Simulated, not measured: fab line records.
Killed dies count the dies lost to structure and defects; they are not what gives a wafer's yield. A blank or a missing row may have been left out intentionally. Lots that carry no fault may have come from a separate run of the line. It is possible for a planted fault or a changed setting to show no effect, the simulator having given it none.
fab line records -- flow sfq-line
record: lots: 13, wafers: 39, last-day: 80
route steps=325 shown L0@3 L0V@26 M1@69 I1@73
lots untouched by any fault: they come from a run of this same line in which no faults occurred
start-h: hours from the record's opening day to when the first of the lot's shown wafers began -- wait-h: how many hours have passed since the lot's step before this one -- " the same as in the row above -- L1.1+2: a single row standing in for several wafers -- - no value, or no start was given -- * or withheld: withheld -- < > ~ a bound
route shown NAME@n: a module of which the file shows steps, and the number in the route of the first -- usual: mean and standard deviation over wafers with no fault -- same: alike in all rows -- chamber/n: place in a boat -- sites: per-site readings -- _std_site: the values' standard deviation -- _edge_site: the outer-site mean with the inner-site mean subtracted -- radius-mm: how far each site lies from the wafer's centre -- mask NAME#n: copy n -- behind: the most recent tool/chamber to have shaped the wafer -- hold: what put the lot on hold/how long, in hours/how the hold closed -- device: the n, p or np transistor that did not switch -- end of line: at the end of the route, the tests of the same wafers -- a step without rows: its recipe alone -- killed: dies that structure and defects cost at the first sort, which is not the same as the wafer's yield -- map: per-die view of a wafer (x killed, . not killed, _ where there is no die)
set.NAME: the setting the step ran with; set.NAME@STEP: the setting that earlier step ran with -- model.NAME: the simulator's own value behind a step, which no gauge read
steps of the route over a sample of lots; a table a step, a row a wafer
services: when a tool's chamber went out of use (start-h, in hours from the record's first day, below 0 if earlier), for how many hours, and the reason
== steps ==
step: SFQ_TRILAYER_L0_DEP_SPUTTER_003
recipe: material: MoNx_KI, base-pressure-pa: 1.33e-06, target-thk-nm: 40, power-w: 800, time-s: 100, chamber-pressure-pa: 0.4
usual: chamber-pressure-pa: 0.4001/0.00078, throttle-valve-pct: 29.7/0.9
lot.wafer,tool,chamber,start-h,wait-h,chamber-pressure-pa,throttle-valve-pct
L744.2,pvd-sputter-05,-,12.49,0.0,0.4011,29.2
L744.3,pvd-sputter-05,-,12.49,0.0,0.4010,29.5
L744.6,pvd-sputter-05,-,12.49,0.0,0.4007,29.0
L746.1,pvd-sputter-05,-,22.49,0.0,0.4008,29.4
L746.3,pvd-sputter-05,-,22.49,0.0,0.4000,28.8
L746.5,pvd-sputter-05,-,22.49,0.0,0.3993,29.1
L747.2,pvd-sputter-06,-,27.49,0.0,0.3990,30.8
L747.4,pvd-sputter-06,-,27.49,0.0,0.3999,29.3
L747.5,pvd-sputter-06,-,27.49,0.0,0.3995,28.9
L748.1,pvd-sputter-04,-,32.49,0.0,0.4011,28.7
L748.3,pvd-sputter-04,-,32.49,0.0,0.3999,32.2
L748.4,pvd-sputter-04,-,32.49,0.0,0.4004,30.6
L750.2,pvd-sputter-06,-,43.30,0.0,0.3989,30.7
L750.4,pvd-sputter-06,-,43.30,0.0,0.3996,29.6
L750.6,pvd-sputter-06,-,43.30,0.0,0.4006,28.7
L751.1,pvd-sputter-05,-,47.49,0.0,0.3998,29.2
L751.4,pvd-sputter-05,-,47.49,0.0,0.3994,29.0
L751.5,pvd-sputter-05,-,47.49,0.0,0.3981,29.3
L752.2,pvd-sputter-04,-,52.49,0.0,0.4008,30.9
L752.4,pvd-sputter-04,-,52.49,0.0,0.3993,30.7
L752.5,pvd-sputter-04,-,52.49,0.0,0.4004,30.6
L754.1,pvd-sputter-06,-,62.49,0.0,0.4004,30.6
L754.2,pvd-sputter-06,-,62.49,0.0,0.4000,28.9
L754.4,pvd-sputter-06,-,62.49,0.0,0.3999,29.7
L755.4,pvd-sputter-06,-,67.49,0.0,0.3997,29.4
L755.5,pvd-sputter-06,-,67.49,0.0,0.4018,28.8
L755.6,pvd-sputter-06,-,67.49,0.0,0.4018,29.6
L760.2,pvd-sputter-04,-,92.49,0.0,0.4013,30.8
L760.3,pvd-sputter-04,-,92.49,0.0,0.3992,29.0
L760.6,pvd-sputter-04,-,92.49,0.0,0.3994,28.9
L762.1,pvd-sputter-04,-,102.49,0.0,0.4003,32.0
L762.3,pvd-sputter-04,-,102.49,0.0,0.4004,29.2
L762.5,pvd-sputter-04,-,102.49,0.0,0.4011,29.1
L766.1,pvd-sputter-06,-,122.49,0.0,0.3995,29.2
L766.2,pvd-sputter-06,-,122.49,0.0,0.4009,28.5
L766.3,pvd-sputter-06,-,122.49,0.0,0.3994,30.9
L767.3,pvd-sputter-05,-,127.49,0.0,0.4014,28.7
L767.4,pvd-sputter-05,-,127.49,0.0,0.3993,29.3
L767.6,pvd-sputter-05,-,127.49,0.0,0.4010,29.2
step: SFQ_L0_RS_MEAS_901
recipe: thk-meas-gauge: four-point-probe, reads: MoNx_KI_of_TRILAYER_L0_DEP_SPUTTER_003
usual: L0_MONX_KI_RS: 43.5/0.45
lot.wafer,tool,chamber,start-h,wait-h,hold,L0_MONX_KI_RS[ohm/sq]
L744.2,film-metro-02,-,12.58,0.1,-,43.3
L744.3,film-metro-02,-,12.58,0.1,-,43.5
L744.6,film-metro-02,-,12.58,0.1,-,43.8
L746.1,film-metro-03,-,22.56,0.0,-,43.7
L746.3,film-metro-03,-,22.56,0.0,-,43.7
L746.5,film-metro-03,-,22.56,0.0,-,43.5
L747.2,film-metro-03,-,27.58,0.1,-,42.9
L747.4,film-metro-03,-,27.58,0.1,-,44.0
L747.5,film-metro-03,-,27.58,0.1,-,43.7
L748.1,film-metro-02,-,32.56,0.0,-,43.7
L748.3,film-metro-02,-,32.56,0.0,-,43.9
L748.4,film-metro-02,-,32.56,0.0,-,44.4
L750.2,film-metro-01,-,43.40,0.1,-,44.0
L750.4,film-metro-01,-,43.40,0.1,-,43.5
L750.6,film-metro-01,-,43.40,0.1,-,44.1
L751.1,film-metro-02,-,47.56,0.0,-,43.2
L751.4,film-metro-02,-,47.56,0.0,-,43.5
L751.5,film-metro-02,-,47.56,0.0,-,43.5
L752.2,film-metro-01,-,52.58,0.1,-,43.8
L752.4,film-metro-01,-,52.58,0.1,-,44.1
L752.5,film-metro-01,-,52.58,0.1,-,43.9
L754.1,film-metro-01,-,62.56,0.0,-,43.3
L754.2,film-metro-01,-,62.56,0.0,-,43.5
L754.4,film-metro-01,-,62.56,0.0,-,42.8
L755.4,film-metro-02,-,67.62,0.1,-,43.3
L755.5,film-metro-02,-,67.62,0.1,-,43.5
L755.6,film-metro-02,-,67.62,0.1,-,42.7
L760.2,film-metro-01,-,92.58,0.1,-,43.0
L760.3,film-metro-01,-,92.58,0.1,-,42.8
L760.6,film-metro-01,-,92.58,0.1,-,43.0
L762.1,film-metro-03,-,102.57,0.0,await-dispo/0.2h/release,43.3
L762.3,film-metro-03,-,102.57,0.0,await-dispo/0.2h/release,23.6
L762.5,film-metro-03,-,102.57,0.0,await-dispo/0.2h/release,43.2
L762.1,film-metro-03,-,102.86,0.3,-,43.1
L762.3,film-metro-03,-,102.86,0.3,-,23.6
L762.5,film-metro-03,-,102.86,0.3,-,43.2
L766.1,film-metro-01,-,122.56,0.0,-,43.5
L766.2,film-metro-01,-,122.56,0.0,-,44.2
L766.3,film-metro-01,-,122.56,0.0,-,43.5
L767.3,film-metro-03,-,127.60,0.1,-,43.4
L767.4,film-metro-03,-,127.60,0.1,-,42.9
L767.6,film-metro-03,-,127.60,0.1,-,43.3
step: SFQ_L0_THK_MEAS_902
recipe: thk-meas-gauge: xrf, reads: MoNx_KI_of_TRILAYER_L0_DEP_SPUTTER_003
usual: L0_MONX_KI_THK: 39.4/0.45
lot.wafer,tool,chamber,start-h,wait-h,hold,L0_MONX_KI_THK[nm]
L744.2,film-metro-02,-,12.69,0.1,-,39.8
L744.3,film-metro-02,-,12.69,0.1,-,39.3
L744.6,film-metro-02,-,12.69,0.1,-,39.4
L746.1,film-metro-03,-,22.68,0.1,-,39.5
L746.3,film-metro-03,-,22.68,0.1,-,39.2
L746.5,film-metro-03,-,22.68,0.1,-,39.3
L747.2,film-metro-03,-,27.69,0.1,-,39.6
L747.4,film-metro-03,-,27.69,0.1,-,39.0
L747.5,film-metro-03,-,27.69,0.1,-,39.0
L748.1,film-metro-02,-,32.68,0.1,-,39.0
L748.3,film-metro-02,-,32.68,0.1,-,38.7
L748.4,film-metro-02,-,32.68,0.1,-,38.4
L750.2,film-metro-01,-,43.51,0.1,-,38.7
L750.4,film-metro-01,-,43.51,0.1,-,39.0
L750.6,film-metro-01,-,43.51,0.1,-,38.5
L751.1,film-metro-02,-,47.68,0.1,-,39.6
L751.4,film-metro-02,-,47.68,0.1,-,39.2
L751.5,film-metro-02,-,47.68,0.1,-,39.4
L752.2,film-metro-01,-,52.69,0.1,-,39.0
L752.4,film-metro-01,-,52.69,0.1,-,38.8
L752.5,film-metro-01,-,52.69,0.1,-,38.6
L754.1,film-metro-01,-,62.68,0.1,-,39.3
L754.2,film-metro-01,-,62.68,0.1,-,39.3
L754.4,film-metro-01,-,62.68,0.1,-,40.1
L755.4,film-metro-02,-,67.71,0.1,-,39.5
L755.5,film-metro-02,-,67.71,0.1,-,39.5
L755.6,film-metro-02,-,67.71,0.1,-,40.1
L760.2,film-metro-01,-,92.69,0.1,-,40.1
L760.3,film-metro-01,-,92.69,0.1,-,40.0
L760.6,film-metro-01,-,92.69,0.1,-,40.1
L762.1,film-metro-03,-,108.21,5.3,await-dispo/0.2h/release,39.8
L762.3,film-metro-03,-,108.21,5.3,await-dispo/0.2h/release,72.5
L762.5,film-metro-03,-,108.21,5.3,await-dispo/0.2h/release,39.6
L762.1,film-metro-03,-,108.44,0.2,-,39.7
L762.3,film-metro-03,-,108.44,0.2,-,72.7
L762.5,film-metro-03,-,108.44,0.2,-,39.9
L766.1,film-metro-01,-,122.68,0.1,-,39.3
L766.2,film-metro-01,-,122.68,0.1,-,38.8
L766.3,film-metro-01,-,122.68,0.1,-,39.2
L767.3,film-metro-03,-,127.70,0.1,-,39.6
L767.4,film-metro-03,-,127.70,0.1,-,40.1
L767.6,film-metro-03,-,127.70,0.1,-,39.4
step: SFQ_TRILAYER_L0_ETCH_METAL_ETCH_008
recipe: target: MoNx_KI, stop-on: SiO2, mask-material: PR, chemistry: SF6/O2, target-depth-nm: 50, icp-w: 600, bias-w: 80, pressure-mtorr: 10, time-s: 25
usual: drypump-motor-current-A: 5.9/0.59, oes-product-au: 0.874/0.0063
lot.wafer,tool,chamber,start-h,wait-h,drypump-motor-current-A,oes-product-au,rf-hours-counter-h
L744.2,rie-metal-02,0,81.31,0.0,6.5,0.878,38
L744.3,rie-metal-02,1,81.31,0.0,6.3,0.867,-
L744.6,rie-metal-02,1,81.31,0.0,6.3,0.877,-
L746.1,rie-metal-01,0,99.46,0.0,5.3,0.873,68
L746.3,rie-metal-01,0,99.46,0.0,5.3,0.871,-
L746.5,rie-metal-01,0,99.46,0.0,5.3,0.873,-
L747.2,rie-metal-01,0,101.88,0.1,5.3,0.872,68
L747.4,rie-metal-01,1,101.88,0.1,6.3,0.870,-
L747.5,rie-metal-01,0,101.88,0.1,5.3,0.877,-
L748.1,rie-metal-01,1,106.68,0.1,6.3,0.882,50
L748.3,rie-metal-01,1,106.68,0.1,6.3,0.874,-
L748.4,rie-metal-01,0,106.68,0.1,5.3,0.862,-
L750.2,rie-metal-01,1,119.86,0.0,6.3,0.870,52
L750.4,rie-metal-01,1,119.86,0.0,6.3,0.867,-
L750.6,rie-metal-01,1,119.86,0.0,6.3,0.864,-
L751.1,rie-metal-04,1,124.66,0.0,4.8,0.881,95
L751.4,rie-metal-04,1,124.66,0.0,4.7,0.879,-
L751.5,rie-metal-04,0,124.66,0.0,5.7,0.873,-
L752.2,rie-metal-02,0,130.66,0.0,6.6,0.869,46
L752.4,rie-metal-02,0,130.66,0.0,6.5,0.862,-
L752.5,rie-metal-02,0,130.66,0.0,6.5,0.871,-
L754.1,rie-metal-04,1,143.98,0.0,4.7,0.871,97
L754.2,rie-metal-04,0,143.98,0.0,5.7,0.875,125
L754.4,rie-metal-04,1,143.98,0.0,4.7,0.873,-
L755.4,rie-metal-04,0,148.80,0.0,5.7,0.876,-
L755.5,rie-metal-04,1,148.80,0.0,4.8,0.873,-
L755.6,rie-metal-04,0,148.80,0.0,5.7,0.878,-
L760.2,rie-metal-01,0,172.02,0.0,5.3,0.882,78
L760.3,rie-metal-01,1,172.02,0.0,6.3,0.886,-
L760.6,rie-metal-01,0,172.02,0.0,5.3,0.881,-
L762.1,rie-metal-02,0,184.02,0.0,6.5,0.878,55
L762.3,rie-metal-02,1,184.02,0.0,6.3,1.006,-
L762.5,rie-metal-02,1,184.02,0.0,6.3,0.878,-
L766.1,rie-metal-01,0,219.40,0.0,5.4,0.865,86
L766.2,rie-metal-01,1,219.40,0.0,6.3,0.868,67
L766.3,rie-metal-01,1,219.40,0.0,6.3,0.873,-
L767.3,rie-metal-02,0,227.63,0.0,6.5,0.871,-
L767.4,rie-metal-02,1,227.63,0.0,6.3,0.885,-
L767.6,rie-metal-02,1,227.63,0.0,6.3,0.873,-
step: SFQ_TRILAYER_L0_VIA_STRIP_STRIP_017
recipe: gas: O2, power-w: 200, platen-temp-c: 40, overash-fraction: 0.65, chemistry: O2, pressure-mtorr: 50
usual: drypump-motor-current-A: 5.6/0.49, oes-product-au: 0.999/0.0077
lot.wafer,tool,chamber,start-h,wait-h,drypump-motor-current-A,oes-product-au,rf-hours-counter-h
L744.2,rie-metal-04,0,161.29,-,5.7,0.993,127
L744.3,rie-metal-04,1,161.29,-,4.8,0.997,-
L744.6,rie-metal-04,0,161.29,-,5.7,0.999,-
L746.1,rie-metal-03,1,180.49,-,6.1,0.990,35
L746.3,rie-metal-03,1,180.49,-,6.1,0.995,-
L746.5,rie-metal-03,0,180.49,-,5.5,1.001,-
L747.2,rie-metal-01,0,185.29,-,5.3,0.995,80
L747.4,rie-metal-01,1,185.29,-,6.3,0.989,-
L747.5,rie-metal-01,1,185.29,-,6.3,0.999,-
L748.1,rie-metal-01,1,198.86,-,6.3,1.005,62
L748.3,rie-metal-01,0,198.86,-,5.3,1.002,-
L748.4,rie-metal-01,1,198.86,-,6.3,0.998,-
L750.2,rie-metal-04,0,216.86,-,5.7,1.004,136
L750.4,rie-metal-04,0,216.86,-,5.7,0.996,-
L750.6,rie-metal-04,0,216.86,-,5.7,1.004,-
L751.1,rie-metal-04,1,226.47,-,4.8,0.998,111
L751.4,rie-metal-04,0,226.47,-,5.7,0.995,-
L751.5,rie-metal-04,0,226.47,-,5.6,1.006,-
L752.2,rie-metal-03,0,231.27,-,5.5,0.991,166
L752.4,rie-metal-03,0,231.27,-,5.5,0.992,-
L752.5,rie-metal-03,1,231.27,-,6.2,0.991,-
L754.1,rie-metal-03,1,244.64,-,6.1,0.998,46
L754.2,rie-metal-03,0,244.64,-,5.5,0.996,168
L754.4,rie-metal-03,1,244.64,-,6.1,0.988,-
L755.4,rie-metal-03,0,249.47,-,5.5,1.003,-
L755.5,rie-metal-03,0,249.47,-,5.5,1.004,-
L755.6,rie-metal-03,1,249.47,-,6.1,0.998,-
L760.2,rie-metal-03,0,282.16,-,5.5,0.994,174
L760.3,rie-metal-03,0,282.16,-,5.5,1.006,-
L760.6,rie-metal-03,1,282.16,-,6.1,0.986,-
L762.1,rie-metal-01,1,293.26,-,6.3,0.998,81
L762.3,rie-metal-01,0,293.26,-,5.3,1.000,-
L762.5,rie-metal-01,1,293.26,-,6.3,1.007,-
L766.1,rie-metal-04,0,341.47,-,5.7,1.012,160
L766.2,rie-metal-04,1,341.47,-,4.8,0.997,132
L766.3,rie-metal-04,0,341.47,-,5.6,0.994,-
L767.3,rie-metal-01,1,351.27,-,6.3,1.002,-
L767.4,rie-metal-01,0,351.27,-,5.3,1.013,-
L767.6,rie-metal-01,1,351.27,-,6.3,1.008,-
step: SFQ_TRILAYER_M1_BARC_OPEN_METAL_ETCH_054
recipe: mask-material: PR, chemistry: O2, target-depth-nm: 125, target: BARC, icp-w: 600, bias-w: 80, pressure-mtorr: 10, time-s: 41.7
usual: drypump-motor-current-A: 6.0/0.57, oes-product-au: 0.684/0.0047
lot.wafer,tool,chamber,start-h,wait-h,drypump-motor-current-A,oes-product-au,rf-hours-counter-h
L744.2,rie-metal-04,1,423.56,0.0,4.8,0.688,143
L744.3,rie-metal-04,0,423.56,0.0,5.6,0.678,-
L744.6,rie-metal-04,0,423.56,0.0,5.7,0.683,-
L746.1,rie-metal-02,0,436.88,0.0,6.5,0.688,90
L746.3,rie-metal-02,1,436.88,0.0,6.3,0.681,-
L746.5,rie-metal-02,1,436.88,0.0,6.3,0.681,-
L747.2,rie-metal-02,0,447.68,0.0,6.5,0.684,92
L747.4,rie-metal-02,1,447.68,0.0,6.3,0.679,-
L747.5,rie-metal-02,0,447.68,0.0,6.5,0.678,-
L748.1,rie-metal-02,0,487.46,0.0,6.5,0.681,97
L748.3,rie-metal-02,1,487.46,0.0,6.3,0.678,-
L748.4,rie-metal-02,0,487.46,0.0,6.5,0.686,-
L750.2,rie-metal-04,1,498.26,0.0,4.8,0.694,152
L750.4,rie-metal-04,1,498.26,0.0,4.8,0.688,-
L750.6,rie-metal-04,1,498.26,0.0,4.8,0.685,-
L751.1,rie-metal-02,1,507.86,0.0,6.3,0.680,150
L751.4,rie-metal-02,1,507.86,0.0,6.3,0.684,-
L751.5,rie-metal-02,1,507.86,0.0,6.3,0.683,-
L752.2,rie-metal-02,1,521.06,0.0,6.3,0.688,153
L752.4,rie-metal-02,0,521.06,0.0,6.6,0.683,-
L752.5,rie-metal-02,1,521.06,0.0,6.3,0.688,-
L754.1,rie-metal-01,0,533.10,0.0,5.3,0.686,130
L754.2,rie-metal-01,1,533.10,0.0,6.3,0.684,110
L754.4,rie-metal-01,1,533.10,0.0,6.3,0.687,-
L755.4,rie-metal-02,0,543.36,0.1,6.6,0.688,-
L755.5,rie-metal-02,0,543.36,0.1,6.6,0.685,-
L755.6,rie-metal-02,0,543.36,0.1,6.6,0.687,-
L760.2,rie-metal-01,0,739.88,0.0,5.3,0.679,7
L760.3,rie-metal-01,0,739.88,0.0,5.3,0.695,-
L760.6,rie-metal-01,0,739.88,0.0,5.3,0.690,-
L762.1,rie-metal-01,0,757.88,0.0,5.3,0.681,11
L762.3,rie-metal-01,0,757.88,0.0,5.3,0.689,-
L762.5,rie-metal-01,0,757.88,0.0,5.3,0.682,-
L766.1,rie-metal-02,1,815.56,0.0,6.3,0.692,38
L766.2,rie-metal-02,1,815.56,0.0,6.3,0.686,-
L766.3,rie-metal-02,1,815.56,0.0,6.3,0.683,-
L767.3,rie-metal-02,1,827.56,0.1,6.3,0.683,-
L767.4,rie-metal-02,1,827.56,0.1,6.3,0.685,-
L767.6,rie-metal-02,1,827.56,0.1,6.3,0.688,-
step: SFQ_TRILAYER_I1_DEP_PECVD_045
recipe: material: SiO2, temp-c: 150, time-s: 111.11, pressure-torr: 2.4, rf-w: 183.3, precursor: SiH4/N2O, target-thk-nm: 500
usual: heater-power-outer-w: 25/9.6, heater-power-w: 76/15, throttle-valve-pct: 24.3/0.91
lot.wafer,tool,chamber,start-h,wait-h,heater-power-outer-w,heater-power-w,throttle-valve-pct
L744.2,pecvd-04,2,424.52,0.0,33,89,25.3
L744.3,pecvd-04,1,424.52,0.0,39,95,23.5
L744.6,pecvd-04,1,424.52,0.0,40,100,23.7
L746.1,pecvd-04,2,437.84,0.0,42,99,25.0
L746.3,pecvd-04,0,437.84,0.0,20,79,23.3
L746.5,pecvd-04,1,437.84,0.0,38,97,23.6
L747.2,pecvd-02,2,448.64,0.0,19,66,23.9
L747.4,pecvd-02,1,448.64,0.0,18,61,22.4
L747.5,pecvd-02,0,448.64,0.0,20,65,23.9
L748.1,pecvd-04,0,488.42,0.0,14,70,23.4
L748.3,pecvd-04,1,488.42,0.0,29,81,23.8
L748.4,pecvd-04,1,488.42,0.0,32,87,23.5
L750.2,pecvd-03,1,499.40,0.0,24,76,25.5
L750.4,pecvd-03,1,499.40,0.0,13,62,25.7
L750.6,pecvd-03,0,499.40,0.0,24,76,24.9
L751.1,pecvd-02,2,509.61,0.0,23,71,24.3
L751.4,pecvd-02,1,509.61,0.0,23,67,22.7
L751.5,pecvd-02,2,509.61,0.0,24,77,24.4
L752.2,pecvd-02,1,522.02,0.0,14,56,23.1
L752.4,pecvd-02,0,522.02,0.0,14,54,24.5
L752.5,pecvd-02,1,522.02,0.0,17,59,22.9
L754.1,pecvd-04,2,534.06,0.0,42,100,25.1
L754.2,pecvd-04,1,534.06,0.0,38,96,23.7
L754.4,pecvd-04,2,534.06,0.0,45,103,25.3
L755.4,pecvd-03,2,545.08,0.0,19,62,22.6
L755.5,pecvd-03,1,545.08,0.0,18,70,25.6
L755.6,pecvd-03,0,545.08,0.0,29,83,24.8
L760.2,pecvd-04,0,740.84,0.0,21,77,23.7
L760.3,pecvd-04,2,740.84,0.0,40,96,25.8
L760.6,pecvd-04,2,740.84,0.0,40,97,25.5
L762.1,pecvd-02,1,759.63,0.0,24,67,23.7
L762.3,pecvd-02,2,759.63,0.0,15,61,25.3
L762.5,pecvd-02,1,759.63,0.0,14,57,23.7
L766.1,pecvd-04,0,817.30,0.0,18,74,23.6
L766.2,pecvd-04,1,817.30,0.0,40,94,24.0
L766.3,pecvd-04,2,817.30,0.0,44,103,25.6
L767.3,pecvd-02,1,829.26,0.0,18,59,23.7
L767.4,pecvd-02,0,829.26,0.0,21,62,25.0
L767.6,pecvd-02,2,829.26,0.0,14,61,25.7
== services ==
tool,chamber,start-h,hours,kind
pecvd-04,2,-11.43,7.5,repair
rie-metal-02,-,8.40,0.3,repair
pecvd-04,-,78.76,2.8,pm
rie-metal-01,-,140.92,2.8,pm
rie-metal-02,-,211.55,14.6,pm
rie-metal-04,-,213.85,2.8,pm
pecvd-04,-,267.00,5.5,pm
pecvd-04,-,290.56,0.5,repair
pecvd-04,0,299.19,9.3,repair
rie-metal-04,-,342.37,1.3,repair
rie-metal-02,-,396.56,2.8,pm
pecvd-04,-,483.52,1.8,repair
rie-metal-02,0,506.13,10.4,repair
rie-metal-02,-,525.75,0.8,repair
pecvd-04,-,555.34,1.2,repair
rie-metal-04,1,579.05,1.0,repair
pecvd-04,2,613.03,7.1,repair
rie-metal-04,0,669.49,9.3,repair
rie-metal-04,-,701.51,0.7,repair
rie-metal-02,-,748.12,1.8,repair
rie-metal-04,-,766.93,1.4,pm
rie-metal-01,-,773.27,1.3,repair
rie-metal-04,1,781.08,20.5,repair
rie-metal-01,-,793.44,0.4,repair
== key ==
first-sign: step: SFQ_L0_RS_MEAS_901, reading: visit, direction: added
effect: step: SFQ_L0_RS_MEAS_901, reading: L0_MONX_KI_RS, direction: down, sigmas: 44, usual: 43.5, struck: 23.6
effect: step: SFQ_L0_THK_MEAS_902, reading: visit, direction: added
effect: step: SFQ_L0_THK_MEAS_902, reading: L0_MONX_KI_THK, direction: up, sigmas: 73, usual: 39.4, struck: 72.5
effect: step: SFQ_TRILAYER_L0_ETCH_METAL_ETCH_008, reading: oes-product-au, direction: up, sigmas: 21, usual: 0.874, struck: 1.006
met-at SFQ_TRILAYER_L0_DEP_SPUTTER_003
struck-lots L762
struck-wafers L762.3
not-acting-at SFQ_TRILAYER_L0_VIA_STRIP_STRIP_017,SFQ_TRILAYER_M1_BARC_OPEN_METAL_ETCH_054,SFQ_TRILAYER_I1_DEP_PECVD_045
onset-between 92.49 102.49
fault: kind: process-parameter-drift, tool: pvd-sputter-04, chamber: -, onset-h: 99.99, steps: SFQ_TRILAYER_L0_DEP_SPUTTER_003, channel: target-thk-nm, offset: 33.677, shape: step, end-h: 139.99, scope: struck-wafers-only, acts-in: these-recipes-only, stated: 40
